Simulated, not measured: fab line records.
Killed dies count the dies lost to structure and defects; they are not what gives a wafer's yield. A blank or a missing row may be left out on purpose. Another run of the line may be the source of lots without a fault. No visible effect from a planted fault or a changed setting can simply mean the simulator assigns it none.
Comparing a struck lot with a sound one / flow sfqLine / 19 steps out of a route of 325
Sound: the wafers L786.1, L786.2, L786.5. Wafers struck: L790.3, L790.4, L790.6. The cause is given at the end.
For every step that has rows: the tool of each side, followed by ch and its chambers, followed by its first start. Under that, the readings that differ: sound wafers / struck wafers / difference of the means / sigmas: that difference in standard deviations of wafers without a fault.
alike: readings with means less than 2 such deviations apart, plus words and numbers identical on both sides. not compared: withheld readings, readings lacking a value on some wafer, bounds such as >300 that could conceal the same value, and numbers that have no deviation in the record and whose values overlap.
The two part at a step that has a row with sigmas, a row that says differs or no value, or rows on one side only. Numbers that don't overlap but have no deviation are shown without sigmas and don't part them. A reading that every wafer of one side lacks parts them only if that side has two wafers or more.

first, 4 steps without rows for these wafers: SFQ_TRILAYER_L0_LITHO_SOFTBAKE_009; SFQ_TRILAYER_L0_LITHO_EXPOSE_006 (exposes mask L0, target cd 2000 nm); SFQ_TRILAYER_L0_LITHO_PEB_008 (peb time 60 s); SFQ_TRILAYER_L0_LITHO_DEVELOP_007 (time 60 s).
SFQ_TRILAYER_L0_BARC_OPEN_METAL_ETCH_010: etches BARC in O2, target depth 125 nm, time 41.7 s.
  sound on rieMetal-03 ch 0, day 2 16:49; struck on rieMetal-03 ch 0,1, day 3 14:26
  alike: drypumpMotorCurrentA, oesProductAu
  not compared: rfHoursCounterH
SFQ_TRILAYER_L0_ETCH_METAL_ETCH_008: etches MoNx KI in SF6/O2, stops on SiO2, target depth 50 nm, time 25 s.
  sound on rieMetal-03 ch 0, day 2 16:56; struck on rieMetal-03 ch 0,1, day 3 14:29
  alike: drypumpMotorCurrentA, oesProductAu
  not compared: rfHoursCounterH
SFQ_TRILAYER_L0_STRIP_STRIP_009: strips in O2.
  sound on rieMetal-03 ch 0, day 2 17:02; struck on rieMetal-03 ch 0,1, day 3 14:43
  alike: drypumpMotorCurrentA, oesProductAu
  not compared: rfHoursCounterH
then, 1 step without rows for these wafers: SFQ_TRILAYER_L0_STRIP_SOLV_CLEAN_010 (cleans in NMP, time 600 s).
SFQ_TRILAYER_L0_CAP_PECVD_011: deposits SiO2 from SiH4/N2O, time 13.333 s, target thk 60 nm.
  sound on pecvd-04 ch 0,1, day 2 18:24; struck on pecvd-03 ch 0,1, day 3 15:18
  alike: heaterPowerW, throttleValvePct
then, 3 steps without rows for these wafers: SFQ_TRILAYER_L0_VIA_LITHO_COAT_018 (resist thk 62 nm); SFQ_TRILAYER_L0_VIA_LITHO_COAT_013 (resist thk 650 nm); SFQ_TRILAYER_L0_VIA_LITHO_SOFTBAKE_017.
-- the record jumps here: 3 days lie between the struck wafers' starts before and after --
SFQ_TRILAYER_L0_VIA_LITHO_EXPOSE_014: exposes mask L0V, target cd 700 nm.
  sound on krfScanner-02 ch 0, day 5 11:35; struck on krfScanner-02 ch 0, day 6 10:47
  alike: mask
then, 2 steps without rows for these wafers: SFQ_TRILAYER_L0_VIA_LITHO_PEB_016 (peb time 60 s); SFQ_TRILAYER_L0_VIA_LITHO_DEVELOP_015 (time 60 s).
SFQ_L0V_OVL_MEAS_903:
  sound on overlay-02, day 5 13:05; struck on overlay-02, day 6 11:53
  alike: L0V_OVL
SFQ_TRILAYER_L0_VIA_BARC_OPEN_VIA_ETCH_021: etches BARC in O2, target depth 125 nm, time 41.7 s.
  sound on rieDiel-02 ch 0,1,3, day 5 13:07; struck on rieDiel-03 ch 1,2, day 6 11:55
reading=model.L0V.cdNm (nm); sound=700.1 700.7 700.6; struck=783.2 759.7 740.8; difference=+60.8; sigmas=
  alike: drypumpMotorCurrentA, oesProductAu
  not compared: rfHoursCounterH
SFQ_TRILAYER_L0_VIA_ETCH_VIA_ETCH_016: etches SiO2 in CHF3, stops on MoNx KI, target depth 80 nm.
  sound on rieDiel-02 ch 0,1,3, day 5 13:09; struck on rieDiel-03 ch 1,2, day 6 11:57
reading=model.L0V.cdNm (nm); sound=699.9 700.7 700.5; struck=783 759.6 740.2; difference=+61; sigmas=
  alike: drypumpMotorCurrentA, oesProductAu
SFQ_TRILAYER_L0_VIA_STRIP_STRIP_017: strips in O2.
  sound on rieMetal-02 ch 0,1, day 5 13:12; struck on rieMetal-02 ch 0,1, day 6 12:12
  alike: drypumpMotorCurrentA, oesProductAu
  not compared: rfHoursCounterH

== WHERE THEY PART ==
Nowhere in this record.

WHY: the cause the simulator had injected
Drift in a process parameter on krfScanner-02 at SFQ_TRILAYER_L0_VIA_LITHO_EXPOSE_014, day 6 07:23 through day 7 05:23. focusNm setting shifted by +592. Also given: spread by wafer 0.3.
